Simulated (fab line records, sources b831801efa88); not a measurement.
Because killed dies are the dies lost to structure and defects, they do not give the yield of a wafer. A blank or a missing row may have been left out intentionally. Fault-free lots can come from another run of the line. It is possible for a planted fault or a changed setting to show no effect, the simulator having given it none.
Which of the tools did it? || flow sky130 || 42 wafers from 14 lots sampled at 3 of the route's 708 steps

WHAT THE GAUGES SHOWED, per wafer
No reading from a measuring or inspecting step in the record can be judged against a usual standard deviation.

TOOL THAT RAN EACH LOT (tool first, then ch and the chambers of the sampled wafers, then the start)
{"lot": "L901", "SKY_METAL1_SPUTTER_03": "pvd-sputter-01, day 31 12:23", "SKY_VIA1_DEVELOP_11": "litho-track-04 ch 0, day 33 20:00", "SKY_VIA1_CMP_24": "cmp-02 ch 1,2,3, day 33 21:40"}
{"lot": "L902", "SKY_METAL1_SPUTTER_03": "pvd-sputter-03, day 31 22:25", "SKY_VIA1_DEVELOP_11": "litho-track-04 ch 0, day 34 05:00", "SKY_VIA1_CMP_24": "cmp-01 ch 1,2,3, day 34 07:07"}
{"lot": "L904", "SKY_METAL1_SPUTTER_03": "pvd-sputter-03, day 32 12:38", "SKY_VIA1_DEVELOP_11": "litho-track-04, day 34 20:00", "SKY_VIA1_CMP_24": "cmp-02 ch 0,1, day 34 21:28"}
{"lot": "L905", "SKY_METAL1_SPUTTER_03": "pvd-sputter-01, day 32 20:52", "SKY_VIA1_DEVELOP_11": "litho-track-03, day 35 03:00", "SKY_VIA1_CMP_24": "cmp-02 ch 0,1,3, day 35 04:44"}
{"lot": "L914", "SKY_METAL1_SPUTTER_03": "pvd-sputter-02, day 35 20:44", "SKY_VIA1_DEVELOP_11": "litho-track-04 ch 0, day 38 01:00", "SKY_VIA1_CMP_24": "cmp-01 ch 1,2,3, day 38 02:40"}
{"lot": "L915", "SKY_METAL1_SPUTTER_03": "pvd-sputter-02, day 36 00:29", "SKY_VIA1_DEVELOP_11": "litho-track-02 ch 0, day 38 05:00", "SKY_VIA1_CMP_24": "cmp-02 ch 1,3, day 38 07:11"}
{"lot": "L916", "SKY_METAL1_SPUTTER_03": "pvd-sputter-03, day 36 17:38", "SKY_VIA1_DEVELOP_11": "litho-track-04 ch 0, day 38 21:00", "SKY_VIA1_CMP_24": "cmp-01 ch 0,2,3, day 38 23:04"}
{"lot": "L917", "SKY_METAL1_SPUTTER_03": "pvd-sputter-01, day 36 23:16", "SKY_VIA1_DEVELOP_11": "litho-track-04 ch 0, day 39 03:00", "SKY_VIA1_CMP_24": "cmp-02 ch 0,2,3, day 39 05:06"}
{"lot": "L918", "SKY_METAL1_SPUTTER_03": "pvd-sputter-03, day 37 08:03", "SKY_VIA1_DEVELOP_11": "litho-track-03 ch 0, day 39 11:00", "SKY_VIA1_CMP_24": "cmp-01 ch 0,1,2, day 39 13:04"}
{"lot": "L919", "SKY_METAL1_SPUTTER_03": "pvd-sputter-01, day 37 10:10", "SKY_VIA1_DEVELOP_11": "litho-track-03 ch 0, day 39 14:00", "SKY_VIA1_CMP_24": "cmp-02 ch 2,3, day 39 16:22"}
{"lot": "L921", "SKY_METAL1_SPUTTER_03": "pvd-sputter-02, day 37 20:11", "SKY_VIA1_DEVELOP_11": "litho-track-02 ch 0, day 39 22:00", "SKY_VIA1_CMP_24": "cmp-02 ch 0,1, day 40 03:16"}
{"lot": "L922", "SKY_METAL1_SPUTTER_03": "pvd-sputter-03, day 38 06:08", "SKY_VIA1_DEVELOP_11": "litho-track-03 ch 0, day 40 08:00", "SKY_VIA1_CMP_24": "cmp-02 ch 0,1,3, day 40 09:39"}
{"lot": "L923", "SKY_METAL1_SPUTTER_03": "pvd-sputter-03, day 38 12:32", "SKY_VIA1_DEVELOP_11": "litho-track-04 ch 0, day 40 13:00", "SKY_VIA1_CMP_24": "cmp-02 ch 0,2, day 40 15:11"}
{"lot": "L924", "SKY_METAL1_SPUTTER_03": "pvd-sputter-03, day 38 15:53", "SKY_VIA1_DEVELOP_11": "litho-track-03 ch 0, day 40 23:00", "SKY_VIA1_CMP_24": "cmp-01 ch 0,1, day 41 00:49"}
- SKY_METAL1_SPUTTER_03: material Ti, target thk 5 nm, time 3.3 s.
- SKY_VIA1_DEVELOP_11: develop time 60 s.
- SKY_VIA1_CMP_24: polishes, stops on SiO2, t overpolish 15 s, target thk 0 nm.

WHAT THE TOOLS THEMSELVES READ (means of the sampled wafers that have a number; where no wafer has one, the mark that the record gives instead)
SKY_METAL1_SPUTTER_03. Usual: chamber-pressure-pa 0.4000 Pa, standard deviation 0.00084; throttle-valve-pct 29.8 %, standard deviation 1.2.
{"lot": "L901", "tool": "pvd-sputter-01", "chamber-pressure-pa (Pa)": 0.3997, "throttle-valve-pct (%)": 29.8, "flag": ""}
{"lot": "L902", "tool": "pvd-sputter-03", "chamber-pressure-pa (Pa)": 0.3995, "throttle-valve-pct (%)": 29.2, "flag": ""}
{"lot": "L904", "tool": "pvd-sputter-03", "chamber-pressure-pa (Pa)": 0.3997, "throttle-valve-pct (%)": 30.6, "flag": ""}
{"lot": "L905", "tool": "pvd-sputter-01", "chamber-pressure-pa (Pa)": 0.4009, "throttle-valve-pct (%)": 30.5, "flag": ""}
{"lot": "L914", "tool": "pvd-sputter-02", "chamber-pressure-pa (Pa)": 0.4002, "throttle-valve-pct (%)": 29.3, "flag": ""}
{"lot": "L915", "tool": "pvd-sputter-02", "chamber-pressure-pa (Pa)": 0.4007, "throttle-valve-pct (%)": 29.4, "flag": ""}
{"lot": "L916", "tool": "pvd-sputter-03", "chamber-pressure-pa (Pa)": 0.4005, "throttle-valve-pct (%)": 30.1, "flag": ""}
{"lot": "L917", "tool": "pvd-sputter-01", "chamber-pressure-pa (Pa)": 0.4000, "throttle-valve-pct (%)": 30.1, "flag": ""}
{"lot": "L918", "tool": "pvd-sputter-03", "chamber-pressure-pa (Pa)": 0.3988, "throttle-valve-pct (%)": 30.0, "flag": ""}
{"lot": "L919", "tool": "pvd-sputter-01", "chamber-pressure-pa (Pa)": 0.4000, "throttle-valve-pct (%)": 30.7, "flag": ""}
{"lot": "L921", "tool": "pvd-sputter-02", "chamber-pressure-pa (Pa)": 0.3994, "throttle-valve-pct (%)": 29.3, "flag": ""}
{"lot": "L922", "tool": "pvd-sputter-03", "chamber-pressure-pa (Pa)": 0.4000, "throttle-valve-pct (%)": 27.9, "flag": ""}
{"lot": "L923", "tool": "pvd-sputter-03", "chamber-pressure-pa (Pa)": 0.3998, "throttle-valve-pct (%)": 30.7, "flag": ""}
{"lot": "L924", "tool": "pvd-sputter-03", "chamber-pressure-pa (Pa)": 0.3993, "throttle-valve-pct (%)": 29.9, "flag": ""}

SKY_VIA1_DEVELOP_11. Usual: chill-plate-temp-C 22.98 C, standard deviation 0.095.
{"lot": "L901", "tool": "litho-track-04", "chill-plate-temp-C (C)": 23.03, "flag": ""}
{"lot": "L902", "tool": "litho-track-04", "chill-plate-temp-C (C)": 23.08, "flag": ""}
{"lot": "L904", "tool": "litho-track-04", "chill-plate-temp-C (C)": "-", "flag": "OFF"}
{"lot": "L905", "tool": "litho-track-03", "chill-plate-temp-C (C)": "-", "flag": "OFF"}
{"lot": "L914", "tool": "litho-track-04", "chill-plate-temp-C (C)": 22.87, "flag": ""}
{"lot": "L915", "tool": "litho-track-02", "chill-plate-temp-C (C)": 22.94, "flag": ""}
{"lot": "L916", "tool": "litho-track-04", "chill-plate-temp-C (C)": 23.03, "flag": ""}
{"lot": "L917", "tool": "litho-track-04", "chill-plate-temp-C (C)": 22.96, "flag": ""}
{"lot": "L918", "tool": "litho-track-03", "chill-plate-temp-C (C)": 22.99, "flag": ""}
{"lot": "L919", "tool": "litho-track-03", "chill-plate-temp-C (C)": 23.00, "flag": ""}
{"lot": "L921", "tool": "litho-track-02", "chill-plate-temp-C (C)": 22.97, "flag": ""}
{"lot": "L922", "tool": "litho-track-03", "chill-plate-temp-C (C)": 22.98, "flag": ""}
{"lot": "L923", "tool": "litho-track-04", "chill-plate-temp-C (C)": 22.95, "flag": ""}
{"lot": "L924", "tool": "litho-track-03", "chill-plate-temp-C (C)": 22.88, "flag": ""}

SKY_VIA1_CMP_24. Usual: motor-current-A 11.4 A, standard deviation 1.1.
{"lot": "L901", "tool": "cmp-02", "motor-current-A (A)": 11.4, "flag": ""}
{"lot": "L902", "tool": "cmp-01", "motor-current-A (A)": 10.5, "flag": ""}
{"lot": "L904", "tool": "cmp-02", "motor-current-A (A)": 12.0, "flag": ""}
{"lot": "L905", "tool": "cmp-02", "motor-current-A (A)": 11.6, "flag": ""}
{"lot": "L914", "tool": "cmp-01", "motor-current-A (A)": 11.1, "flag": ""}
{"lot": "L915", "tool": "cmp-02", "motor-current-A (A)": 11.0, "flag": ""}
{"lot": "L916", "tool": "cmp-01", "motor-current-A (A)": 10.3, "flag": ""}
{"lot": "L917", "tool": "cmp-02", "motor-current-A (A)": 11.4, "flag": ""}
{"lot": "L918", "tool": "cmp-01", "motor-current-A (A)": 11.1, "flag": ""}
{"lot": "L919", "tool": "cmp-02", "motor-current-A (A)": 11.9, "flag": ""}
{"lot": "L921", "tool": "cmp-02", "motor-current-A (A)": 12.1, "flag": ""}
{"lot": "L922", "tool": "cmp-02", "motor-current-A (A)": 11.5, "flag": ""}
{"lot": "L923", "tool": "cmp-02", "motor-current-A (A)": 12.3, "flag": ""}
{"lot": "L924", "tool": "cmp-01", "motor-current-A (A)": 10.9, "flag": ""}

THE ANSWER, worked out from the rows above alone
Rule: take the mean of a lot's wafers that have a number; if it is more than 3 standard deviations from the usual mean, the lot is off. A lot without any number at a reading at which 4 lots or more have one is off too. Any other lot the step has rows for is counted as sound. After the gauges, taken in route order, come the tools' own readings; for these a lot's mean is taken, as printed above. At the first step where some lot is off, the reading lying furthest off is the one used; lots without a number count as furthest.
Off at SKY_VIA1_DEVELOP_11 (chill-plate-temp-C): L904, L905. Without a number there: L904, L905.
If a tool, at that step or one of the process steps before it, ran each lot that is off and ran no sound lot following the first of them, it fits. Of those tried, none fits.

WHAT THE SIMULATOR PUT IN
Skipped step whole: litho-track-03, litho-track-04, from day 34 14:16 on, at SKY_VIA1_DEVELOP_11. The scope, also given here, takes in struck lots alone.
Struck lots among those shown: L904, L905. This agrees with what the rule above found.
